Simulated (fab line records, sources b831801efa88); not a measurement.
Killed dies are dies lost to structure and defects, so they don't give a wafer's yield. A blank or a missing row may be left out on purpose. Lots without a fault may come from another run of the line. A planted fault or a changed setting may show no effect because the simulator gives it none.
Which tool did it? | flow sky130 | 14 lots, 42 wafers sampled, at 6 steps of a route of 708

WHAT THE GAUGES READ, wafer by wafer
SKY_GATE_OXIDE_OVL_MEAS_10. Usual: GATE_OXIDE_OVL 0.5 nm, standard deviation 1.4.
lot  | measured     | on         | GATE_OXIDE_OVL (nm) | flag
L226 | day 14 04:31 | overlay-01 | 0.7 1.7 3.1         |
L228 | day 14 15:35 | overlay-01 | 1.1 0.6 -0.9        |
L229 | day 15 07:58 | overlay-02 | -0.7 0.7 2.8        |
L232 | day 16 00:31 | overlay-01 | 2.4 1.7 0.2         |
L233 | day 16 00:46 | overlay-02 | 1.6 -0.1 -2.3       |
L234 | day 16 20:10 | overlay-01 | -0.5 -1.6 2.4       |
L235 | day 16 20:28 | overlay-02 | 2.6 -0.4 2.8        |
L236 | day 17 22:16 | overlay-01 | -0.2 -0.7 0.9       |
L240 | day 19 12:25 | overlay-01 | 0.0 1.1 1.4         |
L243 | day 19 22:13 | overlay-02 | 1.1 -0.8 -1.6       |
L245 | day 20 07:46 | overlay-02 | 0.3 -1.2 -0.1       |
L247 | day 21 07:58 | overlay-02 | 1.0 3.1 2.1         |
L248 | day 21 15:52 | overlay-01 | 0.8 -1.6 -0.9       |
L249 | day 21 23:13 | overlay-01 | -1.6 -0.2 0.7       |

SKY_LDD_N_TW_MEAS_17. Usual: LDD_N_TW 2574, standard deviation 14.
lot  | measured     | on            | LDD_N_TW       | flag
L226 | day 19 07:46 | film_metro-02 | 2547 2580 2550 |
L228 | day 19 07:25 | film_metro-03 | 2580 2582 2570 |
L229 | day 19 16:37 | film_metro-03 | 2564 2575 2570 |
L232 | day 20 06:47 | film_metro-03 | 2441 2439 2440 | OFF
L233 | day 20 06:39 | film_metro-02 | 2541 2558 2533 |
L234 | day 21 04:58 | film_metro-01 | 2603 2592 2564 |
L235 | day 21 02:27 | film_metro-03 | 2457 2436 2451 | OFF
L236 | day 22 15:31 | film_metro-03 | 2580 2583 2573 |
L240 | day 23 16:48 | film_metro-03 | 2580 2585 2570 |
L243 | day 24 02:55 | film_metro-01 | 2572 2587 2573 |
L245 | day 24 08:42 | film_metro-01 | 2590 2580 2568 |
L247 | day 25 15:23 | film_metro-03 | 2576 2564 2583 |
L248 | day 25 16:50 | film_metro-01 | 2581 2578 2581 |
L249 | day 26 00:44 | film_metro-01 | 2570 2594 2587 |

WHICH TOOL RAN EACH LOT (tool, then ch and the chambers of the sampled wafers, then the start)
lot  | SKY_SONOS_ONO_STRIP_17               | SKY_RES_PROTECT_STRIP_07             | SKY_LDD_N_IMPLANT_08            | SKY_LDD_N_STRIP_16
L226 | plasma_asher-04 ch 0,1, day 12 22:33 | plasma_asher-02 ch 0,1, day 16 12:23 | implanter-03 ch 0, day 19 06:25 | plasma_asher-02 ch 0,1, day 19 07:40
L228 | plasma_asher-04 ch 0,1, day 13 12:12 | plasma_asher-03 ch 0,1, day 16 12:05 | implanter-02 ch 0, day 19 06:08 | plasma_asher-01 ch 0,1, day 19 07:19
L229 | plasma_asher-02 ch 0,1, day 14 03:08 | plasma_asher-02 ch 0,1, day 16 18:13 | implanter-02 ch 0, day 19 15:19 | plasma_asher-04 ch 0,1, day 19 16:30
L232 | plasma_asher-04 ch 0,1, day 14 16:59 | plasma_asher-01 ch 0,1, day 17 11:35 | implanter-02, day 20 05:29      | plasma_asher-01 ch 0,1, day 20 06:40
L233 | plasma_asher-04 ch 0,1, day 14 20:29 | plasma_asher-03 ch 0,1, day 17 11:22 | implanter-04 ch 0, day 20 05:21 | plasma_asher-02 ch 0,1, day 20 06:33
L234 | plasma_asher-02 ch 1, day 15 09:41   | plasma_asher-01 ch 1, day 18 08:10   | implanter-02 ch 0, day 21 03:40 | plasma_asher-04 ch 0, day 21 04:52
L235 | plasma_asher-04 ch 1, day 15 13:59   | plasma_asher-03 ch 0,1, day 18 07:56 | implanter-02, day 21 01:09      | plasma_asher-02 ch 0,1, day 21 02:21
L236 | plasma_asher-02 ch 0,1, day 16 12:47 | plasma_asher-03 ch 0,1, day 19 16:38 | implanter-03 ch 0, day 22 14:13 | plasma_asher-02 ch 0,1, day 22 15:25
L240 | plasma_asher-04 ch 0,1, day 17 22:08 | plasma_asher-03 ch 0,1, day 20 22:26 | implanter-04 ch 0, day 23 15:30 | plasma_asher-02 ch 0,1, day 23 16:42
L243 | plasma_asher-02 ch 0,1, day 18 13:00 | plasma_asher-03 ch 0,1, day 21 09:31 | implanter-02 ch 0, day 24 01:37 | plasma_asher-04 ch 0,1, day 24 02:48
L245 | plasma_asher-01 ch 0,1, day 18 22:17 | plasma_asher-01 ch 0,1, day 21 17:41 | implanter-02 ch 0, day 24 07:24 | plasma_asher-01 ch 0,1, day 24 08:36
L247 | plasma_asher-02 ch 0,1, day 20 00:01 | plasma_asher-02 ch 0,1, day 22 17:49 | implanter-02 ch 0, day 25 14:07 | plasma_asher-04 ch 0,1, day 25 15:17
L248 | plasma_asher-01 ch 0,1, day 20 06:31 | plasma_asher-02 ch 0,1, day 23 00:00 | implanter-02 ch 0, day 25 15:34 | plasma_asher-02 ch 0,1, day 25 16:45
L249 | plasma_asher-02 ch 1, day 20 15:13   | plasma_asher-01 ch 0,1, day 23 07:55 | implanter-03 ch 0, day 25 23:26 | plasma_asher-01 ch 0,1, day 26 00:37
- SKY_SONOS_ONO_STRIP_17: strips in O2/N2.
- SKY_RES_PROTECT_STRIP_07: strips in O2/N2.
- SKY_LDD_N_IMPLANT_08
- SKY_LDD_N_STRIP_16: strips in O2/N2.

WHAT THE TOOLS THEMSELVES READ (means of the sampled wafers that have a number; where no wafer has one, the mark that the record gives instead)
SKY_SONOS_ONO_STRIP_17. Usual: drypump_motor_current_A 5.77 A, standard deviation 0.29; oes_product_au 0.709 a.u., standard deviation 0.0045; strip_time_to_endpoint_s 14.08 s, standard deviation 0.045.
lot  | tool            | drypump_motor_current_A (A) | oes_product_au (a.u.) | strip_time_to_endpoint_s (s) | flag
L226 | plasma_asher-04 | 5.87                        | 0.711                 | 14.07                        |
L228 | plasma_asher-04 | 5.72                        | 0.711                 | 14.08                        |
L229 | plasma_asher-02 | 5.89                        | 0.709                 | 14.07                        |
L232 | plasma_asher-04 | 5.72                        | 0.711                 | 14.09                        |
L233 | plasma_asher-04 | 5.88                        | 0.711                 | 14.09                        |
L234 | plasma_asher-02 | 6.16                        | 0.705                 | 14.06                        |
L235 | plasma_asher-04 | 5.99                        | 0.707                 | 14.09                        |
L236 | plasma_asher-02 | 5.62                        | 0.711                 | 14.02                        |
L240 | plasma_asher-04 | 5.86                        | 0.709                 | 13.96                        |
L243 | plasma_asher-02 | 5.60                        | 0.711                 | 14.06                        |
L245 | plasma_asher-01 | 5.79                        | 0.715                 | 14.03                        |
L247 | plasma_asher-02 | 5.89                        | 0.709                 | 14.08                        |
L248 | plasma_asher-01 | 5.74                        | 0.711                 | 14.08                        |
L249 | plasma_asher-02 | 6.16                        | 0.707                 | 14.07                        |

SKY_RES_PROTECT_STRIP_07. Usual: drypump_motor_current_A 5.7 A, standard deviation 0.35; oes_product_au 0.517 a.u., standard deviation 0.0047; strip_time_to_endpoint_s 23.27 s, standard deviation 0.038.
lot  | tool            | drypump_motor_current_A (A) | oes_product_au (a.u.) | strip_time_to_endpoint_s (s) | flag
L226 | plasma_asher-02 | 5.6                         | 0.521                 | 23.33                        |
L228 | plasma_asher-03 | 5.5                         | 0.518                 | 23.23                        |
L229 | plasma_asher-02 | 5.6                         | 0.508                 | 23.33                        |
L232 | plasma_asher-01 | 5.7                         | 0.516                 | 23.28                        |
L233 | plasma_asher-03 | 5.8                         | 0.519                 | 23.25                        |
L234 | plasma_asher-01 | 5.7                         | 0.518                 | 23.25                        |
L235 | plasma_asher-03 | 5.5                         | 0.516                 | 23.29                        |
L236 | plasma_asher-03 | 5.6                         | 0.519                 | 23.29                        |
L240 | plasma_asher-03 | 5.8                         | 0.519                 | 23.32                        |
L243 | plasma_asher-03 | 5.8                         | 0.517                 | 23.26                        |
L245 | plasma_asher-01 | 5.7                         | 0.516                 | 23.27                        |
L247 | plasma_asher-02 | 5.6                         | 0.516                 | 23.30                        |
L248 | plasma_asher-02 | 5.9                         | 0.513                 | 23.34                        |
L249 | plasma_asher-01 | 5.8                         | 0.523                 | 23.30                        |

SKY_LDD_N_IMPLANT_08. Usual: beam_energy_keV 20.000, standard deviation 0.0069; beam_on_s 10.00 s, standard deviation 0.23; rotation_deg 22.999 degrees, standard deviation 0.021.
lot  | tool         | beam_energy_keV | beam_on_s (s) | rotation_deg (degrees) | flag
L226 | implanter-03 | 20.002          | 10.06         | 22.980                 |
L228 | implanter-02 | 20.008          | 10.11         | 23.020                 |
L229 | implanter-02 | 20.011          | 9.81          | 23.029                 |
L232 | implanter-02 | -               | -             | -                      | OFF
L233 | implanter-04 | 20.007          | 10.28         | 23.003                 |
L234 | implanter-02 | 20.002          | 9.88          | 22.983                 |
L235 | implanter-02 | -               | -             | -                      | OFF
L236 | implanter-03 | 19.994          | 10.04         | 23.028                 |
L240 | implanter-04 | 20.003          | 9.90          | 23.005                 |
L243 | implanter-02 | 19.997          | 10.00         | 23.002                 |
L245 | implanter-02 | 19.998          | 10.03         | 22.995                 |
L247 | implanter-02 | 20.001          | 9.91          | 22.997                 |
L248 | implanter-02 | 20.001          | 9.92          | 22.987                 |
L249 | implanter-03 | 19.994          | 10.16         | 23.005                 |

SKY_LDD_N_STRIP_16. Usual: drypump_motor_current_A 5.77 A, standard deviation 0.29; oes_product_au 0.406 a.u., standard deviation 0.0043; strip_time_to_endpoint_s 4.319 s, standard deviation 0.013.
lot  | tool            | drypump_motor_current_A (A) | oes_product_au (a.u.) | strip_time_to_endpoint_s (s) | flag
L226 | plasma_asher-02 | 5.88                        | 0.407                 | 4.312                        |
L228 | plasma_asher-01 | 5.75                        | 0.403                 | 4.321                        |
L229 | plasma_asher-04 | 5.73                        | 0.407                 | 4.303                        |
L232 | plasma_asher-01 | 5.74                        | 0.412                 | 4.149                        | OFF
L233 | plasma_asher-02 | 5.89                        | 0.405                 | 4.320                        |
L234 | plasma_asher-04 | 5.58                        | 0.407                 | 4.327                        |
L235 | plasma_asher-02 | 5.89                        | 0.408                 | 4.137                        | OFF
L236 | plasma_asher-02 | 5.88                        | 0.403                 | 4.320                        |
L240 | plasma_asher-02 | 5.86                        | 0.409                 | 4.320                        |
L243 | plasma_asher-04 | 5.88                        | 0.406                 | 4.318                        |
L245 | plasma_asher-01 | 5.81                        | 0.405                 | 4.321                        |
L247 | plasma_asher-04 | 5.87                        | 0.409                 | 4.301                        |
L248 | plasma_asher-02 | 5.62                        | 0.406                 | 4.329                        |
L249 | plasma_asher-01 | 5.75                        | 0.411                 | 4.320                        |

THE ANSWER, worked out from the rows above alone
Rule: a lot is off if the mean of its wafers that have a number lies more than 3 standard deviations from the usual mean. A lot without any number at a reading at which 4 lots or more have one is off too. The other lots that the step has rows for count as sound. The gauges are gone through in route order, then the tools' own readings, and for those a lot's mean is taken as printed above. The first step at which some lot is off is used, and at that step the reading that is off furthest; a lot without a number counts as furthest.
Off: L232, L235, at SKY_LDD_N_TW_MEAS_17 (LDD_N_TW).
A tool fits if, at a process step before that reading, it ran every lot that is off, and no sound lot after the first of them. The gauges at SKY_LDD_N_TW_MEAS_17 aren't tried: what is off there is off at SKY_LDD_N_IMPLANT_08 too, on other tools, and a gauge's error can't cause that. None of those tried fits.

WHAT THE SIMULATOR HAD PUT IN
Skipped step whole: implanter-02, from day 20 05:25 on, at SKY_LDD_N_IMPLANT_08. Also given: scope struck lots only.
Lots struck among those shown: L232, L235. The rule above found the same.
